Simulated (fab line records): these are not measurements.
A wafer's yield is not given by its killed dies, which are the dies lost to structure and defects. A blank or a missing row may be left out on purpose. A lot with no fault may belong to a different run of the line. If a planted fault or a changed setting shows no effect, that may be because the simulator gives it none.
fab line records | flow sky130
[record] lots = 5 wafers = 15 last_day = 50
route steps=708 shown VT_ADJUST_LVTN@105 VT_ADJUST_NCORE@119 VT_ADJUST_HVTR@131 PAD_OPEN@708
lots with no fault: from the same line, run without faults
start_h: the number of hours between the record's first day and the start of the first shown wafer of the lot | wait_h: hours elapsed since this lot's preceding step | " repeats the value in the row above | L1.1+2: a row that stands for several wafers | - no value, or no start was given | * or withheld: withheld | < > ~ a bound
route shown NAME@n: NAME is a module with steps in the file, n the number in the route of the first one | usual: mean/standard deviation of fault-free wafers | same: alike in all rows | chamber/n: place in a boat | sites: each site's reading | _std_site: standard deviation across them | _edge_site: inner sites' mean taken away from outer sites' mean | radius_mm: for every site, how far away it sits from the centre of the wafer | mask NAME#n: copy n | behind: the tool/chamber that last shaped the wafer | hold: reason for holding the lot/hours on hold/outcome of the hold | device: the transistor (n, p or np) that didn't switch | end of line: the same wafers' tests at the end of the route | where a step has no rows: the recipe by itself | killed: at the first sort, the dies lost to defects and structure; wafer yield is something else | map: per-die view of a wafer (x killed, . not killed, _ where there is no die)
set.NAME: setting as actually run; set.NAME@STEP: the setting as run at that earlier step | model.NAME: the simulator's own value behind a step, which no gauge read
a table for each step, a row for each wafer; lots at some steps of the route
services: from which hour (start_h, from the record's first day; less than 0 if before it) a tool's chamber was out of use, for how many hours, and why
[[steps]]
[step SKY_VT_ADJUST_LVTN_IMPLANT_08]
[recipe] species = B energy_kev = 30 dose_cm2 = 1.57e+12 tilt_deg = withheld
[step SKY_VT_ADJUST_LVTN_STRIP_09]
[recipe] chemistry = O2/N2 power_w = 1400 pressure_mtorr = 1500 platen_temp_c = withheld o2_flow_sccm = 3000 n2_flow_sccm = 300 overash_fraction = 0.5
[usual] drypump_motor_current_A = 5.3/0.44 oes_product_au = 0.723/0.0049 strip_time_to_endpoint_s = 36.88/0.099
// columns lot.wafer tool chamber start_h wait_h drypump_motor_current_A oes_product_au rf_hours_counter_h strip_time_to_endpoint_s
L978.2 plasma_asher-04 1 152.16 0.1 4.7 0.715 4 36.99
L978.5 " 0 " " 5.9 0.722 - 36.99
L978.6 " 1 " " 4.7 0.733 - 36.93
L980.3 plasma_asher-04 0 162.09 0.1 5.9 0.716 - 36.68
L980.4 " 1 " " 4.7 0.724 - 36.70
L980.5 " 1 " " 4.7 0.721 - 36.69
L989.3 plasma_asher-03 0 220.89 0.1 5.5 0.725 - 36.72
L989.5 " 1 " " 5.3 0.721 - 36.85
L989.6 " 0 " " 5.6 0.721 - 36.83
L993.3 plasma_asher-01 1 247.99 0.1 5.1 0.726 - 36.88
L993.4 " 0 " " 4.8 0.731 - 36.96
L993.6 " 1 " " 5.2 0.723 - 36.98
L100.1 plasma_asher-04 1 298.47 0.1 4.7 0.733 18 36.90
L100.5 " 0 " " 5.9 0.720 - 36.82
L100.6 " 1 " " 4.7 0.715 - 36.96
[step SKY_VT_ADJUST_LVTN_TW_MEAS_10]
[usual] VT_ADJUST_LVTN_TW = 240.6/1.2
// columns lot.wafer tool chamber start_h wait_h VT_ADJUST_LVTN_TW
L978.2 film_metro-04 - 152.27 0.1 239.9
L978.5 " - " " 239.7
L978.6 " - " " 239.0
L980.3 film_metro-02 - 162.18 0.1 242.4
L980.4 " - " " 240.5
L980.5 " - " " 243.5
L989.3 film_metro-02 - 220.98 0.1 240.6
L989.5 " - " " 241.2
L989.6 " - " " 240.2
L993.3 film_metro-02 - 248.08 0.1 240.8
L993.4 " - " " 238.7
L993.6 " - " " 240.3
L100.1 film_metro-01 - 298.57 0.1 239.3
L100.5 " - " " 239.0
L100.6 " - " " 239.2
[step SKY_VT_ADJUST_LVTN_DEHYDRATE_11]
[recipe] temp_c = 200 time_s = 60
[step SKY_VT_ADJUST_LVTN_HMDS_12]
[recipe] prime_time_s = 60 prime_temp_c = 120
[step SKY_VT_ADJUST_LVTN_COAT_13]
[recipe] resist = NOVOLAK spin_rpm = 3000 resist_thk_nm = 1140
[step SKY_VT_ADJUST_LVTN_SOFTBAKE_14]
[recipe] temp_c = 90 time_s = 60 resist = NOVOLAK
[step SKY_VT_ADJUST_LVTN_EXPOSE_15]
[recipe] mask_id = HVN_STD_DERIVED na = 0.6 source_shape = conventional sigma_outer = 0.6 polarization = unpolarized target_cd_nm = 600 dose_mj = 163
[step SKY_VT_ADJUST_LVTN_PEB_16]
[recipe] temp_c = withheld time_s = * resist = NOVOLAK
[step SKY_VT_ADJUST_LVTN_DEVELOP_17]
[recipe] resist = NOVOLAK developer = TMAH develop_time_s = 60 dev_temp_c = 23
[step SKY_VT_ADJUST_LVTN_OVL_MEAS_18]
[usual] VT_ADJUST_LVTN_01_OVL = -0.1/1.4
// columns lot.wafer tool chamber start_h wait_h VT_ADJUST_LVTN_01_OVL[nm]
L978.2 overlay-01 - 172.98 0.1 -1.0
L978.5 " - " " -1.4
L978.6 " - " " -2.1
L980.3 overlay-01 - 182.88 0.1 -0.6
L980.4 " - " " 1.2
L980.5 " - " " 0.3
L989.3 overlay-01 - 243.93 0.1 -0.9
L989.5 " - " " 0.0
L989.6 " - " " 1.0
L993.3 overlay-01 - 271.65 0.1 1.4
L993.4 " - " " 2.5
L993.6 " - " " 2.9
L100.1 overlay-01 - 324.02 0.1 -1.8
L100.5 " - " " -1.3
L100.6 " - " " -2.1
[step SKY_VT_ADJUST_LVTN_IMPLANT_19]
[recipe] species = B energy_kev = 30 dose_cm2 = 6.5e+11 tilt_deg = withheld
[step SKY_VT_ADJUST_LVTN_STRIP_20]
[recipe] chemistry = O2/N2 power_w = 1400 pressure_mtorr = 1500 platen_temp_c = withheld o2_flow_sccm = 3000 n2_flow_sccm = 300 overash_fraction = 0.5
[usual] drypump_motor_current_A = 5.3/0.44 oes_product_au = 0.716/0.0045 strip_time_to_endpoint_s = 14.18/0.038
// columns lot.wafer tool chamber start_h wait_h drypump_motor_current_A oes_product_au rf_hours_counter_h strip_time_to_endpoint_s model.NOVOLAK_of_VT_ADJUST_LVTN_COAT_13.thk_nm
L978.2 plasma_asher-03 1 173.16 0.1 5.4 0.714 36 14.18 0
L978.5 " 0 " " 5.5 0.715 - 14.16 0
L978.6 " 1 " " 5.3 0.712 - 14.23 0
L980.3 plasma_asher-04 1 183.09 0.1 4.7 0.713 - 14.17 0
L980.4 " 0 " " 5.9 0.714 - 14.21 0
L980.5 " 1 " " 4.8 0.714 - 14.17 0
L989.3 plasma_asher-04 0 244.14 0.1 5.9 0.716 - 14.24 0
L989.5 " 0 " " 6.0 0.713 - 14.23 0
L989.6 " 1 " " 4.7 0.715 - 14.29 0
L993.3 plasma_asher-03 1 271.85 0.1 5.4 0.911 - - 616.1
L993.4 " 0 " " 5.5 0.929 - - 615.6
L993.6 " 0 " " 5.5 0.941 - - 615.7
L100.1 plasma_asher-01 1 324.21 0.1 5.1 0.714 63 14.19 0
L100.5 " 1 " " 5.1 0.704 - 14.17 0
L100.6 " 0 " " 4.9 0.716 - 14.16 0
[step SKY_VT_ADJUST_LVTN_TW_MEAS_21]
[usual] VT_ADJUST_LVTN_2_TW = 187.5/0.89
// columns lot.wafer tool chamber start_h wait_h VT_ADJUST_LVTN_2_TW
L978.2 film_metro-04 - 173.27 0.1 187.0
L978.5 " - " " 187.2
L978.6 " - " " 186.9
L980.3 film_metro-02 - 183.18 0.1 187.8
L980.4 " - " " 189.3
L980.5 " - " " 187.4
L989.3 film_metro-02 - 244.23 0.1 186.6
L989.5 " - " " 186.9
L989.6 " - " " 187.4
L993.3 film_metro-04 - 271.96 0.1 188.6
L993.4 " - " " 188.3
L993.6 " - " " 188.1
L100.1 film_metro-01 - 324.31 0.1 186.4
L100.5 " - " " 186.3
L100.6 " - " " 187.7
[step SKY_VT_ADJUST_NCORE_DEHYDRATE_00]
[recipe] temp_c = 200 time_s = 60
[step SKY_VT_ADJUST_NCORE_HMDS_01]
[recipe] prime_time_s = 60 prime_temp_c = 120
[step SKY_VT_ADJUST_NCORE_COAT_02]
[recipe] resist = NOVOLAK spin_rpm = 3000 resist_thk_nm = 1140
[step SKY_VT_ADJUST_NCORE_SOFTBAKE_03]
[recipe] temp_c = 90 time_s = 60 resist = NOVOLAK
[step SKY_VT_ADJUST_NCORE_EXPOSE_04]
[recipe] mask_id = LVTN_COMPLEMENT_THIN na = 0.6 source_shape = conventional sigma_outer = 0.6 polarization = unpolarized target_cd_nm = 380 dose_mj = 139
[step SKY_VT_ADJUST_NCORE_PEB_05]
[recipe] temp_c = withheld time_s = * resist = NOVOLAK
[step SKY_VT_ADJUST_NCORE_DEVELOP_06]
[recipe] resist = NOVOLAK developer = TMAH develop_time_s = 60 dev_temp_c = 23
[step SKY_VT_ADJUST_NCORE_CD_MEAS_07]
[recipe] target_cd_nm = 380
[usual] cd_nm = 379.4/2.3
// columns lot.wafer tool chamber start_h wait_h cd_nm
L978.2 cd_sem-02 - 193.85 0.1 378.6
L978.5 " - " " 377.2
L978.6 " - " " 379.4
L980.3 cd_sem-01 - 204.52 0.1 378.8
L980.4 " - " " 377.5
L980.5 " - " " 378.9
L989.3 cd_sem-01 - 267.18 0.1 377.7
L989.5 " - " " 375.2
L989.6 " - " " 376.5
L993.3 cd_sem-01 - 296.05 0.1 376.5
L993.4 " - " " 379.1
L993.6 " - " " 378.2
L100.1 cd_sem-01 - 351.61 0.1 378.3
L100.5 " - " " 381.2
L100.6 " - " " 380.5
[step SKY_VT_ADJUST_NCORE_OVL_MEAS_08]
[usual] VT_ADJUST_NCORE_OVL = 1.0/1.4
// columns lot.wafer tool chamber start_h wait_h VT_ADJUST_NCORE_OVL[nm]
L978.2 overlay-01 - 193.95 0.1 1.2
L978.5 " - " " 1.6
L978.6 " - " " 0.9
L980.3 overlay-01 - 204.61 0.1 0.1
L980.4 " - " " 2.6
L980.5 " - " " -1.2
L989.3 overlay-01 - 267.27 0.1 0.2
L989.5 " - " " 0.1
L989.6 " - " " 0.0
L993.3 overlay-01 - 296.14 0.1 -0.5
L993.4 " - " " -0.3
L993.6 " - " " -0.3
L100.1 overlay-02 - 351.73 0.1 -1.5
L100.5 " - " " -1.4
L100.6 " - " " -1.6
[step SKY_VT_ADJUST_NCORE_IMPLANT_09]
[recipe] species = B energy_kev = 10 dose_cm2 = 2.4e+12 tilt_deg = withheld
[step SKY_VT_ADJUST_NCORE_STRIP_10]
[recipe] chemistry = O2/N2 power_w = 1400 pressure_mtorr = 1500 platen_temp_c = withheld o2_flow_sccm = 3000 n2_flow_sccm = 300 overash_fraction = 0.5
[usual] drypump_motor_current_A = 5.5/0.58 oes_product_au = 0.716/0.0045 strip_time_to_endpoint_s = 14.16/0.045
// columns lot.wafer tool chamber start_h wait_h drypump_motor_current_A oes_product_au rf_hours_counter_h strip_time_to_endpoint_s
L978.2 plasma_asher-04 0 194.13 0.1 5.9 0.716 8 14.16
L978.5 " 1 " " 4.7 0.717 - 14.18
L978.6 " 0 " " 5.9 0.721 - 14.20
L980.3 plasma_asher-01 1 204.81 0.1 5.1 0.726 - 14.14
L980.4 " 0 " " 4.9 0.708 - 14.16
L980.5 " 0 " " 4.9 0.714 - 14.18
L989.3 plasma_asher-04 1 267.48 0.1 4.8 0.718 - 14.14
L989.5 " 0 " " 5.9 0.712 - 14.17
L989.6 " 1 " " 4.7 0.722 - 14.20
L993.3 plasma_asher-02 1 296.35 0.1 5.6 0.713 - 23.44
L993.4 " 0 " " 6.3 0.713 - 23.44
L993.6 " 0 " " 6.4 0.720 - 23.42
L100.1 plasma_asher-04 1 351.91 0.1 4.7 0.715 23 14.14
L100.5 " 0 " " 5.9 0.711 - 14.15
L100.6 " 1 " " 4.7 0.727 - 14.18
[step SKY_VT_ADJUST_NCORE_TW_MEAS_11]
[usual] VT_ADJUST_NCORE_TW = 219.0/1.2
// columns lot.wafer tool chamber start_h wait_h VT_ADJUST_NCORE_TW
L978.2 film_metro-01 - 194.24 0.1 217.3
L978.5 " - " " 217.6
L978.6 " - " " 217.0
L980.3 film_metro-02 - 204.90 0.1 217.6
L980.4 " - " " 217.9
L980.5 " - " " 218.6
L989.3 film_metro-03 - 267.57 0.1 219.0
L989.5 " - " " 218.5
L989.6 " - " " 218.5
L993.3 film_metro-03 - 296.43 0.1 30.2
L993.4 " - " " 30.2
L993.6 " - " " 30.2
L100.1 film_metro-02 - 352.01 0.1 219.7
L100.5 " - " " 219.4
L100.6 " - " " 218.6
[step SKY_VT_ADJUST_HVTR_DEHYDRATE_00]
[recipe] temp_c = 200 time_s = 60
[step SKY_PAD_OPEN_PROBE_99]
// columns lot.wafer tool chamber start_h wait_h model.etest.nfet_16v.r_on_ohm_um model.etest.pfet_16v.r_on_ohm_um model.etest.pfet_g5v0d10v5.r_on_ohm_um model.etest.tip_p.rs_ohm_sq model.etest.pfet_01v8.r_on_ohm_um model.etest.tip_p_5v.rs_ohm_sq model.etest.pfet_g5v0d10v5.drive_ua_um model.etest.sram_nfet_pass.drive_ua_um
L978.2 prober-01 - 1085.39 0.1 1.389e+04 1.515e+04 4739 6890 2885 2895 342.3 496.2
L978.5 prober-01 - 1085.54 0.2 1.384e+04 1.519e+04 4764 6868 2851 2886 342.9 504.8
L978.6 prober-01 - 1085.59 0.2 1.38e+04 1.527e+04 4736 6899 2943 2886 344.3 479.2
L980.3 prober-02 - 1109.87 0.2 1.408e+04 1.59e+04 4757 6912 2873 2879 343.8 498.8
L980.4 prober-02 - 1109.92 0.2 1.401e+04 1.511e+04 4838 6877 2930 2886 336.6 471.9
L980.5 prober-02 - 1109.97 0.2 1.399e+04 1.521e+04 4723 6931 2884 2875 343.7 515.2
L989.3 prober-01 - 1149.77 0.2 1.4e+04 1.546e+04 4706 6873 2929 2865 347.3 486.9
L989.5 prober-01 - 1149.87 0.2 1.39e+04 1.514e+04 4727 6926 2931 2852 346.8 485.7
L989.6 prober-01 - 1149.92 0.2 1.39e+04 1.493e+04 4716 6837 2982 2856 345.8 491.1
L993.3 prober-01 - 1168.01 0.2 1.23e+04 1.658e+04 6058 7752 3388 3101 243.1 560.5
L993.4 prober-01 - 1168.06 0.2 1.233e+04 1.673e+04 6054 7715 3342 3090 246 560.9
L993.6 prober-01 - 1168.16 0.2 1.232e+04 1.655e+04 6036 7768 3354 3098 246 552.1
L100.1 prober-02 - 1202.99 0.1 1.419e+04 1.518e+04 4721 6875 2968 2823 348.5 478.7
L100.5 prober-02 - 1203.19 0.2 1.423e+04 1.514e+04 4706 6802 2912 2825 346.3 468.2
L100.6 prober-02 - 1203.24 0.2 1.422e+04 1.532e+04 4701 6858 2932 2823 343.3 472.4
// killed by level:class
L978.2 VIA2:geometric_particle:open=8 LI_CONTACT:geometric_particle:open=7 CONTACT:geometric_particle:open=7 VIA1:geometric_particle:open=7 CONTACT:geometric_particle:short=6 METAL1:geometric_particle:short=5 METAL2:geometric_particle:short=5 POLY_GATE:geometric_particle:open=4
L978.5 VIA1:geometric_particle:open=13 CONTACT:geometric_particle:open=13 LI_CONTACT:geometric_particle:open=6 METAL2:geometric_particle:short=6 VIA2:geometric_particle:open=6 METAL1:geometric_particle:short=5 VIA3:geometric_particle:open=5 FIELD_ISO:geometric_particle:short=4
L978.6 CONTACT:geometric_particle:open=10 POLY_GATE:geometric_particle:short=9 VIA2:geometric_particle:open=7 VIA3:geometric_particle:open=7 VIA1:geometric_particle:short=7 VIA1:geometric_particle:open=7 LI_CONTACT:geometric_particle:open=6 METAL1:geometric_particle:short=5
L980.3 CONTACT:geometric_particle:open=11 VIA1:geometric_particle:open=8 METAL2:geometric_particle:short=7 VIA1:geometric_particle:short=6 POLY_GATE:geometric_particle:open=6 LOCAL_INTERCONNECT:geometric_particle:short=5 VIA2:geometric_particle:open=5 METAL4:geometric_particle:short=5
L980.4 VIA1:geometric_particle:open=10 CONTACT:geometric_particle:open=8 LI_CONTACT:geometric_particle:open=7 LI_CONTACT:geometric_particle:short=6 VIA2:geometric_particle:open=6 VIA3:geometric_particle:open=5 METAL1:geometric_particle:short=4 FIELD_ISO:geometric_particle:short=3
L980.5 LI_CONTACT:geometric_particle:open=12 VIA1:geometric_particle:open=12 CONTACT:geometric_particle:open=10 VIA2:geometric_particle:open=10 METAL1:geometric_particle:short=9 METAL2:geometric_particle:short=8 VIA3:geometric_particle:open=8 VIA1:geometric_particle:short=4
L989.3 VIA1:geometric_particle:open=11 LI_CONTACT:geometric_particle:open=10 FIELD_ISO:geometric_particle:open=5 CONTACT:geometric_particle:open=5 METAL1:geometric_particle:short=4 METAL3:geometric_particle:short=4 VIA3:geometric_particle:open=4 POLY_GATE:geometric_particle:short=3
L989.5 VIA1:geometric_particle:open=11 METAL2:geometric_particle:short=11 CONTACT:geometric_particle:open=10 METAL3:geometric_particle:short=6 VIA2:geometric_particle:open=6 VIA1:geometric_particle:short=5 VIA3:geometric_particle:open=5 FIELD_ISO:geometric_particle:short=4
L989.6 CONTACT:geometric_particle:open=9 VIA1:geometric_particle:open=8 METAL2:geometric_particle:short=7 LI_CONTACT:geometric_particle:open=6 CONTACT:geometric_particle:short=4 METAL1:geometric_particle:short=4 METAL4:geometric_particle:short=4 LOCAL_INTERCONNECT:geometric_particle:short=3
L100.1 LI_CONTACT:geometric_particle:open=8 VIA2:geometric_particle:open=7 CONTACT:geometric_particle:open=6 LOCAL_INTERCONNECT:geometric_particle:short=5 METAL1:geometric_particle:short=5 VIA1:geometric_particle:open=5 VIA1:geometric_particle:short=4 POLY_GATE:geometric_particle:short=3
L100.5 VIA1:geometric_particle:open=15 CONTACT:geometric_particle:open=7 METAL2:geometric_particle:short=7 FIELD_ISO:geometric_particle:open=5 CONTACT:geometric_particle:short=5 METAL1:geometric_particle:short=4 LI_CONTACT:geometric_particle:open=4 LOCAL_INTERCONNECT:geometric_particle:short=4
L100.6 LI_CONTACT:geometric_particle:open=10 CONTACT:geometric_particle:open=8 VIA1:geometric_particle:open=7 METAL1:geometric_particle:short=7 VIA2:geometric_particle:open=7 LI_CONTACT:geometric_particle:short=5 FIELD_ISO:geometric_particle:open=4 VIA3:geometric_particle:open=4
[[services]]
// columns tool chamber start_h hours kind
plasma_asher-01 - 166.14 3.9 repair
plasma_asher-02 - 193.87 1.8 repair
plasma_asher-01 - 253.97 2.3 repair
plasma_asher-04 - 334.51 3.2 repair
plasma_asher-03 - 335.24 3.8 repair
plasma_asher-02 - 340.88 13.8 repair
plasma_asher-04 - 345.64 1.3 repair
[[key]]
[first_sign] step = SKY_VT_ADJUST_LVTN_STRIP_20 reading = oes_product_au direction = up sigmas = 47 usual = 0.716 struck = 0.927
[effect] step = SKY_VT_ADJUST_NCORE_STRIP_10 reading = strip_time_to_endpoint_s direction = up sigmas = 99+ usual = * struck = *
[effect] step = SKY_VT_ADJUST_NCORE_TW_MEAS_11 reading = VT_ADJUST_NCORE_TW direction = down sigmas = 99+ usual = 219.0 struck = 30.2
[model_effect] step = SKY_VT_ADJUST_LVTN_STRIP_20 value = NOVOLAK_of_VT_ADJUST_LVTN_COAT_13.thk_nm without = 0 struck = 615.8
[model_effect] step = SKY_PAD_OPEN_PROBE_99 value = etest.nfet_16v.r_on_ohm_um without = 1.402e+04 struck = 1.232e+04
met_at SKY_VT_ADJUST_LVTN_STRIP_20
struck_wafers L993.3,L993.4,L993.6
sort_left_out L993.3,L993.4,L993.6
tester_left_out L993
onset_between 173.16 271.85
[fault] kind = strip_aborted tool = plasma_asher-03 chamber = - onset_h = 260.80 steps = SKY_VT_ADJUST_LVTN_STRIP_20 offset = 0.77964 end_h = 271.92
// tester_left_out: of these lots the tester's yield and bins aren't shown, on N5 and GAA mostly nor the transistor test; their killed dies are dies lost to structure and defects alone, not to doping, threshold or leakage, so they don't give the yield
// sort_left_out: the simulated sort isn't trusted on such a fault, so these wafers' sort isn't shown, and their yield isn't known
